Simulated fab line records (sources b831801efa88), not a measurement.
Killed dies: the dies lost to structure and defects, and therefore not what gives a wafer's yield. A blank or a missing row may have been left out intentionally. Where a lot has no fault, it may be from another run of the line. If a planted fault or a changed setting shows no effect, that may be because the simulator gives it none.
fab line records	flow sky130
record: lots: 11	wafers: 33	lastDay: 50
route steps=708 shown VT_ADJUST_NCORE@126 LDD_P@265 LDD_HVP@286 RES_XHIGH@340
lots with no fault: from the same line, run without faults
startH: hours from the record's first day to the start of the lot's first wafer shown	waitH: how many hours have passed since the lot's step before this one	" as in the row above	L1.1+2: several wafers, shown together as one row	- no value present, or no start provided	* or withheld: withheld	< > ~ a bound
route shown NAME@n: NAME is a module with steps in the file, n the number in the route of the first one	usual: mean/standard deviation taken from wafers without a fault	same: alike in all rows	chamber/n: place in a boat	sites: readings site by site	_std_site: their standard deviation	_edge_site: inner sites' mean taken away from outer sites' mean	radiusMm: how far each site lies from the wafer's centre	mask NAME#n: copy n	behind: the most recent tool/chamber to have shaped the wafer	hold: why the lot went on hold/how many hours it stayed there/how the hold came to an end	device: the transistor (n, p or np) that didn't switch	end of line: the same wafers' tests at the end of the route	a step without rows: its recipe alone	killed: at the first sort, the dies lost to defects and structure; wafer yield is something else	map: the dies of a wafer, with x for killed, . for not killed, _ for no die there
set.NAME: the run value of the setting; set.NAME@STEP: its run value at that earlier step	model.NAME: the simulator's own value behind a step, which no gauge read
a sample of lots followed through the steps of the route, with each step as a table and each wafer as a row
services: the hour from which a tool's chamber was out of use, counted from the record's first day as startH (under 0 if before that day), plus the number of hours and why
== steps ==
step: SKY_VT_ADJUST_NCORE_CD_MEAS_07
recipe: targetCdNm: 380
usual: cdNm: 380.7/2.3
lot.wafer	tool	chamber	startH	waitH	cdNm
L324.2	cdSem-02	-	185.44	0.1	380.4
L324.3	"	-	"	"	382.2
L324.4	"	-	"	"	379.9
L326.1	cdSem-02	-	195.32	0.1	383.4
L326.4	"	-	"	"	385.6
L326.5	"	-	"	"	384.1
L327.1	cdSem-02	-	208.54	0.1	383.3
L327.4	"	-	"	"	381.4
L327.6	"	-	"	"	381.4
L329.1	cdSem-01	-	221.17	0.1	380.9
L329.2	"	-	"	"	382.5
L329.6	"	-	"	"	382.6
L330.3	cdSem-01	-	223.83	0.1	378.9
L330.5	"	-	"	"	378.8
L330.6	"	-	"	"	381.5
L333.1	cdSem-02	-	244.64	0.1	381.4
L333.2	"	-	"	"	382.1
L333.5	"	-	"	"	381.8
L339.1	cdSem-01	-	291.84	0.1	382.1
L339.3	"	-	"	"	383.3
L339.6	"	-	"	"	381.3
L340.4	cdSem-01	-	298.13	0.1	378.0
L340.5	"	-	"	"	376.5
L340.6	"	-	"	"	377.1
L341.3	cdSem-01	-	308.28	0.1	379.5
L341.4	"	-	"	"	379.8
L341.5	"	-	"	"	379.8
L342.1	cdSem-02	-	308.42	0.1	380.8
L342.4	"	-	"	"	382.7
L342.5	"	-	"	"	380.2
L347.1	cdSem-01	-	350.52	0.1	378.3
L347.5	"	-	"	"	376.0
L347.6	"	-	"	"	380.5
step: SKY_LDD_P_STRIP_10
recipe: chemistry: O2/N2	powerW: 1400	pressureMtorr: 1500	platenTempC: withheld	o2FlowSccm: 3000	n2FlowSccm: 300	overashFraction: 0.5
usual: drypumpMotorCurrentA: 5.7/0.37	oesProductAu: 0.716/0.0047	stripTimeToEndpointS: 14.19/0.037
lot.wafer	tool	chamber	startH	waitH	drypumpMotorCurrentA	oesProductAu	rfHoursCounterH	stripTimeToEndpointS
L324.2	plasmaAsher-04	1	440.14	0.1	5.8	0.708	78	14.15
L324.3	"	0	"	"	5.5	0.715	-	14.11
L324.4	"	1	"	"	5.7	0.712	-	14.13
L326.1	plasmaAsher-02	1	454.67	0.1	5.9	0.717	59	14.16
L326.4	"	1	"	"	5.9	0.716	-	14.17
L326.5	"	1	"	"	5.9	0.717	-	14.16
L327.1	plasmaAsher-03	1	477.74	0.1	5.4	0.716	5	14.16
L327.4	"	1	"	"	5.4	0.714	-	14.28
L327.6	"	0	"	"	5.4	0.716	-	14.26
L329.1	plasmaAsher-03	0	485.64	0.1	5.4	0.719	5	14.15
L329.2	"	1	"	"	5.4	0.711	5	14.17
L329.6	"	0	"	"	5.3	0.721	-	14.14
L330.3	plasmaAsher-04	0	487.51	0.1	5.5	0.715	-	14.14
L330.5	"	1	"	"	5.7	0.711	-	14.14
L330.6	"	0	"	"	5.6	0.719	-	14.13
L333.1	plasmaAsher-04	0	530.19	0.1	5.5	0.716	88	14.22
L333.2	"	1	"	"	5.7	0.712	88	14.20
L333.5	"	1	"	"	5.7	0.714	-	14.19
L339.1	plasmaAsher-03	0	577.24	0.1	5.4	0.715	15	14.13
L339.3	"	0	"	"	5.4	0.719	-	14.14
L339.6	"	0	"	"	5.4	0.720	-	14.14
L340.4	plasmaAsher-02	0	581.71	0.1	6.4	0.717	-	14.22
L340.5	"	0	"	"	6.4	0.723	-	14.24
L340.6	"	1	"	"	5.9	0.713	-	14.21
L341.3	plasmaAsher-03	0	591.77	0.1	5.4	0.712	-	14.26
L341.4	"	1	"	"	5.4	0.721	-	14.20
L341.5	"	1	"	"	5.5	0.719	-	14.19
L342.1	plasmaAsher-04	1	593.99	0.1	5.7	0.714	95	14.15
L342.4	"	0	"	"	5.5	0.719	-	14.22
L342.5	"	1	"	"	5.7	0.726	-	14.20
L347.1	plasmaAsher-02	1	633.34	0.1	5.9	0.713	77	14.18
L347.5	"	1	"	"	5.9	0.720	-	14.15
L347.6	"	0	"	"	6.5	0.710	-	14.17
step: SKY_LDD_HVP_IMPLANT_08
recipe: species: B	energyKev: 20	doseCm2: 1.7e+13	tiltDeg: 17.9
usual: beamOnS: 9.99/0.18	faradayCurrentUA: 95.9/1.8	tiltDeg: 17.896/0.022
lot.wafer	tool	chamber	startH	waitH	beamOnS	faradayCurrentUA	tiltDeg
L324.2	implanter-04	0	502.63	0.0	9.79	98.2	17.893
L324.3	"	0	"	"	9.77	97.3	17.901
L324.4	"	0	"	"	10.08	95.0	17.896
L326.1	implanter-04	0	516.55	0.0	9.88	96.7	17.885
L326.4	"	0	"	"	10.27	93.5	17.938
L326.5	"	0	"	"	9.99	95.8	17.912
L327.1	implanter-04	0	538.70	0.0	10.10	94.8	17.880
L327.4	"	0	"	"	9.61	99.4	17.877
L327.6	"	0	"	"	9.79	97.6	17.854
L329.1	implanter-03	0	547.02	0.0	9.77	97.9	17.887
L329.2	"	0	"	"	9.79	97.9	17.860
L329.6	"	0	"	"	10.03	95.5	17.876
L330.3	implanter-01	0	548.90	0.1	9.87	96.9	17.890
L330.5	"	0	"	"	9.91	96.4	17.887
L330.6	"	0	"	"	10.01	95.9	17.860
L333.1	implanter-03	0	589.80	0.0	10.08	95.5	17.909
L333.2	"	0	"	"	10.29	92.9	17.914
L333.5	"	0	"	"	10.07	95.7	17.896
L339.1	implanter-03	0	636.15	0.0	12.00	80.2	17.915
L339.3	"	0	"	"	12.26	78.2	17.900
L339.6	"	0	"	"	11.88	80.5	17.896
L340.4	implanter-03	0	641.23	0.1	12.24	77.5	17.899
L340.5	"	0	"	"	11.92	80.3	17.923
L340.6	"	0	"	"	12.01	79.8	17.919
L341.3	implanter-03	0	649.32	0.1	11.94	80.2	17.903
L341.4	"	0	"	"	12.23	78.3	17.926
L341.5	"	0	"	"	11.94	80.6	17.921
L342.1	implanter-04	0	652.10	0.0	9.76	98.1	17.852
L342.4	"	0	"	"	10.08	94.9	17.872
L342.5	"	0	"	"	10.10	95.2	17.878
L347.1	implanter-04	0	689.65	0.0	10.12	94.7	17.908
L347.5	"	0	"	"	10.09	95.2	17.894
L347.6	"	0	"	"	9.82	97.7	17.890
step: SKY_LDD_HVP_TW_MEAS_10
usual: LDD_HVP_TW: 454/3.2
lot.wafer	tool	chamber	startH	waitH	hold	LDD_HVP_TW
L324.2	filmMetro-02	-	502.86	0.1	-	451
L324.3	"	-	"	"	-	450
L324.4	"	-	"	"	-	450
L326.1	filmMetro-01	-	516.80	0.1	-	454
L326.4	"	-	"	"	-	452
L326.5	"	-	"	"	-	452
L327.1	filmMetro-01	-	538.95	0.1	-	453
L327.4	"	-	"	"	-	450
L327.6	"	-	"	"	-	451
L329.1	filmMetro-01	-	547.27	0.1	-	451
L329.2	"	-	"	"	-	453
L329.6	"	-	"	"	-	453
L330.3	filmMetro-03	-	549.12	0.1	-	460
L330.5	"	-	"	"	-	460
L330.6	"	-	"	"	-	458
L333.1	filmMetro-02	-	590.05	0.1	-	450
L333.2	"	-	"	"	-	452
L333.5	"	-	"	"	-	450
L339.1	filmMetro-02	-	636.40	0.1	awaitDispo/0.2h/release	481
L339.3	"	-	"	"	awaitDispo/0.2h/release	480
L339.6	"	-	"	"	awaitDispo/0.2h/release	479
L339.1	filmMetro-02	-	636.63	0.2	-	482
L339.3	"	-	"	"	-	484
L339.6	"	-	"	"	-	482
L340.4	filmMetro-03	-	641.43	0.1	awaitDispo/0.2h/release	485
L340.5	"	-	"	"	awaitDispo/0.2h/release	482
L340.6	"	-	"	"	awaitDispo/0.2h/release	484
L340.4	filmMetro-03	-	641.66	0.2	-	486
L340.5	"	-	"	"	-	485
L340.6	"	-	"	"	-	485
L341.3	filmMetro-01	-	649.54	0.1	awaitDispo/0.2h/release	479
L341.4	"	-	"	"	awaitDispo/0.2h/release	481
L341.5	"	-	"	"	awaitDispo/0.2h/release	478
L341.3	filmMetro-01	-	649.77	0.2	-	477
L341.4	"	-	"	"	-	477
L341.5	"	-	"	"	-	478
L342.1	filmMetro-01	-	652.35	0.1	-	453
L342.4	"	-	"	"	-	451
L342.5	"	-	"	"	-	453
L347.1	filmMetro-02	-	689.90	0.1	-	451
L347.5	"	-	"	"	-	450
L347.6	"	-	"	"	-	453
step: SKY_RES_XHIGH_STRIP_08
recipe: chemistry: O2/N2	powerW: 1400	pressureMtorr: 1500	platenTempC: withheld	o2FlowSccm: 3000	n2FlowSccm: 300	overashFraction: 0.5
usual: drypumpMotorCurrentA: 5.7/0.45	oesProductAu: 0.711/0.0048	stripTimeToEndpointS: 14.28/0.035
lot.wafer	tool	chamber	startH	waitH	drypumpMotorCurrentA	oesProductAu	rfHoursCounterH	stripTimeToEndpointS
L324.2	plasmaAsher-03	0	627.57	0.1	5.4	0.707	20	14.20
L324.3	"	0	"	"	5.4	0.703	-	14.21
L324.4	"	1	"	"	5.4	0.712	-	14.23
L326.1	plasmaAsher-03	1	639.59	0.1	5.4	0.713	22	14.37
L326.4	"	1	"	"	5.4	0.709	-	14.31
L326.5	"	0	"	"	5.4	0.715	-	14.31
L327.1	plasmaAsher-03	0	660.12	0.1	5.4	0.704	24	14.27
L327.4	"	0	"	"	5.4	0.707	-	14.28
L327.6	"	0	"	"	5.4	0.706	-	14.30
L329.1	plasmaAsher-03	1	668.64	0.1	5.4	0.710	25	14.31
L329.2	"	0	"	"	5.4	0.715	25	14.31
L329.6	"	0	"	"	5.4	0.710	-	14.30
L330.3	plasmaAsher-02	0	669.95	0.1	6.4	0.706	-	14.25
L330.5	"	1	"	"	5.9	0.716	-	14.23
L330.6	"	0	"	"	6.4	0.714	-	14.23
L333.1	plasmaAsher-01	0	706.57	0.1	5.0	0.709	54	14.30
L333.2	"	1	"	"	5.9	0.709	54	14.28
L333.5	"	0	"	"	5.0	0.717	-	14.26
L339.1	plasmaAsher-02	0	754.42	0.1	6.4	0.710	89	14.28
L339.3	"	1	"	"	5.9	0.704	-	14.32
L339.6	"	0	"	"	6.5	0.713	-	14.29
L340.4	plasmaAsher-01	0	756.25	0.1	5.1	0.714	-	14.31
L340.5	"	1	"	"	5.9	0.709	-	14.27
L340.6	"	0	"	"	5.0	0.717	-	14.35
L341.3	plasmaAsher-03	0	763.00	0.1	5.4	0.713	-	14.26
L341.4	"	1	"	"	5.5	0.705	-	14.32
L341.5	"	1	"	"	5.4	0.714	-	14.31
L342.1	plasmaAsher-02	1	766.44	0.1	5.9	0.716	90	14.25
L342.4	"	0	"	"	6.4	0.718	-	14.25
L342.5	"	0	"	"	6.4	0.711	-	14.24
L347.1	plasmaAsher-01	1	802.37	0.1	5.9	0.705	64	14.27
L347.5	"	1	"	"	5.9	0.715	-	14.29
L347.6	"	0	"	"	5.1	0.711	-	14.25
== services ==
tool	chamber	startH	hours	kind
plasmaAsher-03	-	421.25	9.0	pm
plasmaAsher-03	0	421.25	9.0	ventCycle
plasmaAsher-03	1	421.25	9.0	ventCycle
plasmaAsher-03	-	431.08	2.7	repair
implanter-04	-	432.21	2.3	repair
plasmaAsher-04	-	441.68	1.2	repair
implanter-04	-	456.19	7.0	pm
plasmaAsher-02	-	477.91	0.9	repair
implanter-03	-	481.24	1.1	repair
implanter-01	-	531.40	4.6	pm
plasmaAsher-01	-	541.29	28.1	pm
plasmaAsher-02	-	560.32	1.0	repair
implanter-03	-	566.77	3.4	pm
plasmaAsher-01	-	569.39	2.8	pm
plasmaAsher-04	-	573.52	1.0	repair
plasmaAsher-02	-	610.15	0.9	repair
plasmaAsher-04	-	645.43	3.6	repair
implanter-01	-	650.39	27.1	pm
plasmaAsher-04	-	733.75	9.0	pm
plasmaAsher-02	-	738.62	2.1	repair
plasmaAsher-03	-	745.77	2.1	repair
implanter-04	-	749.97	7.0	repair
plasmaAsher-04	-	777.00	2.8	pm
implanter-01	-	802.32	2.2	repair
== key ==
firstSign: step: SKY_LDD_HVP_IMPLANT_08	reading: beamOnS	direction: up	sigmas: 11	usual: 9.99	struck: 12.05
effect: step: SKY_LDD_HVP_IMPLANT_08	reading: faradayCurrentUA	direction: down	sigmas: 9.2	usual: 95.9	struck: 79.5
effect: step: SKY_LDD_HVP_TW_MEAS_10	reading: visit	direction: added
effect: step: SKY_LDD_HVP_TW_MEAS_10	reading: LDD_HVP_TW	direction: up	sigmas: 8.5	usual: 454	struck: 481
metAt SKY_LDD_HVP_IMPLANT_08
struckLots L339,L340,L341
testerLeftOut L339,L340,L341
notActingAt SKY_VT_ADJUST_NCORE_CD_MEAS_07,SKY_LDD_P_STRIP_10,SKY_RES_XHIGH_STRIP_08
onsetBetween 589.80 636.15
fault: kind: processParameterDrift	tool: implanter-03	chamber: -	onsetH: 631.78	steps: SKY_LDD_HVP_IMPLANT_08	channel: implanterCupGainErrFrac	offset: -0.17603	shape: step	endH: 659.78
testerLeftOut: of these lots the tester's yield and bins aren't shown, on N5 and GAA mostly nor the transistor test; their killed dies are dies lost to structure and defects alone, not to doping, threshold or leakage, so they don't give the yield
